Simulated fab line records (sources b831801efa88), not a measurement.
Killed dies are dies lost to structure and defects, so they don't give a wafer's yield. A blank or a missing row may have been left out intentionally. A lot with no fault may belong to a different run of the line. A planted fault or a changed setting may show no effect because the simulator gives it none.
What tool caused it? + flow sky130 + 11 lots with 33 wafers sampled at 2 steps, on a route of 708 steps

== WHAT EACH GAUGE READ, for each wafer ==
SKY_VIA3_OVL_MEAS_13.
| lot  | measured     | on         | VIA3_OVL (nm) |
|------|--------------|------------|---------------|
| L161 | day 40 07:55 | overlay-02 | 4 4 3         |
| L163 | day 40 21:40 | overlay-01 | -2 -2 -13     |
| L165 | day 41 11:49 | overlay-02 | -9 -7 -6      |
| L172 | day 43 22:41 | overlay-02 | 3 3 2         |
| L173 | day 43 23:22 | overlay-02 | -4 -1 -9      |
| L176 | day 44 15:55 | overlay-02 | -5 -5 -1      |
| L178 | day 45 01:36 | overlay-01 | -3 -10 -1     |
| L181 | day 45 21:36 | overlay-01 | 5 2 2         |
| L182 | day 46 03:46 | overlay-01 | -2 3 -4       |
| L183 | day 46 06:11 | overlay-02 | -9 -4 3       |
| L184 | day 46 10:43 | overlay-02 | -3 -6 -4      |

== EACH LOT AND THE TOOL THAT RAN IT (in order: tool; ch and the chambers of the sampled wafers; start) ==
| lot  | SKY_VIA3_CMP_02               |
|------|-------------------------------|
| L161 | cmp-01 ch 0,2,3, day 39 06:38 |
| L163 | cmp-02 ch 0,1,2, day 39 20:26 |
| L165 | cmp-01 ch 0,1,2, day 40 11:20 |
| L172 | cmp-01 ch 1,2, day 42 22:48   |
| L173 | cmp-01 ch 0,2,3, day 42 23:12 |
| L176 | cmp-02 ch 0,2, day 43 16:38   |
| L178 | cmp-02 ch 0,1,2, day 44 02:38 |
| L181 | cmp-02 ch 0,1,2, day 44 23:50 |
| L182 | cmp-01 ch 0,1,2, day 45 05:25 |
| L183 | cmp-01 ch 0,2,3, day 45 08:25 |
| L184 | cmp-02 ch 0,2,3, day 45 12:48 |
- SKY_VIA3_CMP_02: polishes SiO2.

== WHAT THE TOOLS THEMSELVES READ (means of the sampled wafers that have a number; where no wafer has one, the mark that the record gives instead) ==
SKY_VIA3_CMP_02.
| lot  | tool   | motorCurrentA (A) | slurryFilterDpKPa (kPa) |
|------|--------|-------------------|-------------------------|
| L161 | cmp-01 | 10.8              | 13.45                   |
| L163 | cmp-02 | 12.0              | 13.64                   |
| L165 | cmp-01 | 11.5              | 13.52                   |
| L172 | cmp-01 | 11.8              | 13.58                   |
| L173 | cmp-01 | 11.3              | 13.58                   |
| L176 | cmp-02 | 12.7              | 13.48                   |
| L178 | cmp-02 | 11.9              | 13.48                   |
| L181 | cmp-02 | 12.2              | 13.45                   |
| L182 | cmp-01 | 11.1              | 13.57                   |
| L183 | cmp-01 | 10.9              | 13.43                   |
| L184 | cmp-02 | 12.3              | 13.46                   |

== THE ANSWER, worked out from the rows above alone ==
Rule: usual is defined by the lots themselves. Put in order of their means at a reading, lots are off if they are a third of the lots or fewer, leave a main group of 4 or more, and stand apart from it by a gap of 3 or more times the standard deviation of the main group's means; of several such gaps the widest counts. The tables above print the reading to a certain number of digits; a main group whose means all agree to those digits is not used. A lot without any number at a reading at which 4 lots or more have one is off too. All remaining lots with rows at the step are treated as sound. The gauges are gone through in route order, then the tools' own readings, and for those a lot's mean is taken as printed above. At the first step where some lot is off, the reading lying furthest off is the one used; lots without a number count as furthest.
None of the lots is off at any reading shown; this tells nothing.

== WHAT THE SIMULATOR PUT IN ==
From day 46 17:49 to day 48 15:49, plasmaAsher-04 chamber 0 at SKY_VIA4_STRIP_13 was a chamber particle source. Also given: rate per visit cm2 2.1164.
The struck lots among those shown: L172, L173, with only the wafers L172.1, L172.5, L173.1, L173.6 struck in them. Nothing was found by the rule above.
